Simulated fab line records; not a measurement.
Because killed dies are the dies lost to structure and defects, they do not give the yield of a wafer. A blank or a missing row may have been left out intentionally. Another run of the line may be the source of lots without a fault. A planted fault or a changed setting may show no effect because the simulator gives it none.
A sampling plan put to the test :: flow sky130 :: one fab line, 5 faults that these records tell of, each judged on the records of the lots that it struck; 2 more are left out, because the records don't allow judging them
The plan is the line's own looks: the steps of the route at which a gauge or an inspection reads the wafer and doesn't change it. A look is open to judgement when struck wafers have a number at it and the file gives its usual mean and standard deviation on fault-free wafers. Caught: 4 or more of those standard deviations (sigma) separate the usual mean from the mean of the struck wafers at a look after the fault's first step. On the tool: the test repeated on the tool's own readings taken at the fault's steps. A different recipe on the struck wafers counts as caught too, as does a record blank only for those wafers.

== THE FAULTS, as the simulator had put them in ==
1. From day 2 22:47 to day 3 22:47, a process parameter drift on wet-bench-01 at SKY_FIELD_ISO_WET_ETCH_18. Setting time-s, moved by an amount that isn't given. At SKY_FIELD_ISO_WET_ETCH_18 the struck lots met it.
2. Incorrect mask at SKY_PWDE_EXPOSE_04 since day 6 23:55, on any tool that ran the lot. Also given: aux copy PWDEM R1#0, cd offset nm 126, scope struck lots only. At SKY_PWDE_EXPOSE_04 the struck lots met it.
3. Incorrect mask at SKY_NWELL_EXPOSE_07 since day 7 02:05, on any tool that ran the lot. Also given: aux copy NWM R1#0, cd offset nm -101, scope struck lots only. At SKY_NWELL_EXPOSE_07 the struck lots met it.
4. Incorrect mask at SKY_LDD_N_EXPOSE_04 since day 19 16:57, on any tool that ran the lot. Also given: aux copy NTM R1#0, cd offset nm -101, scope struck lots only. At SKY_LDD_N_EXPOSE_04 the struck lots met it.
5. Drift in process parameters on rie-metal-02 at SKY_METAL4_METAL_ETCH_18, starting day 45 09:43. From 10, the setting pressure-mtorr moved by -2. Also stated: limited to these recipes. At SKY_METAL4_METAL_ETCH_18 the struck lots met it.

== WHAT THE PLAN SAW ==
fault: 1
on the tool itself: run-length-s +8.1 sigma
first look that catches it: not the one look that can be judged after it
reading, sigma: -
median hours from its first step to that look: -
hours from the fault's start to the first struck lot there: -
judged looks passed uncaught: 1

fault: 2
on the tool itself: under 2 sigma
first look that catches it: no look after it can be judged
reading, sigma: -
median hours from its first step to that look: -
hours from the fault's start to the first struck lot there: -
judged looks passed uncaught: 0

fault: 3
on the tool itself: under 2 sigma
first look that catches it: not the one look that can be judged after it
reading, sigma: -
median hours from its first step to that look: -
hours from the fault's start to the first struck lot there: -
judged looks passed uncaught: 1

fault: 4
on the tool itself: under 2 sigma
first look that catches it: not the one look that can be judged after it
reading, sigma: -
median hours from its first step to that look: -
hours from the fault's start to the first struck lot there: -
judged looks passed uncaught: 1

fault: 5
on the tool itself: chamber-pressure-mTorr -99 or beyond sigma
first look that catches it: no look after it can be judged
reading, sigma: -
median hours from its first step to that look: -
hours from the fault's start to the first struck lot there: -
judged looks passed uncaught: 0
A dash: the fault isn't caught, or these records don't give the number.

Caught at a look: 0 of 5. Caught on the tool: 2 of 5. By one or the other: 2 of 5.
On the tool alone, faults 1, 5 were caught.
Caught by neither: faults 2, 3, 4.
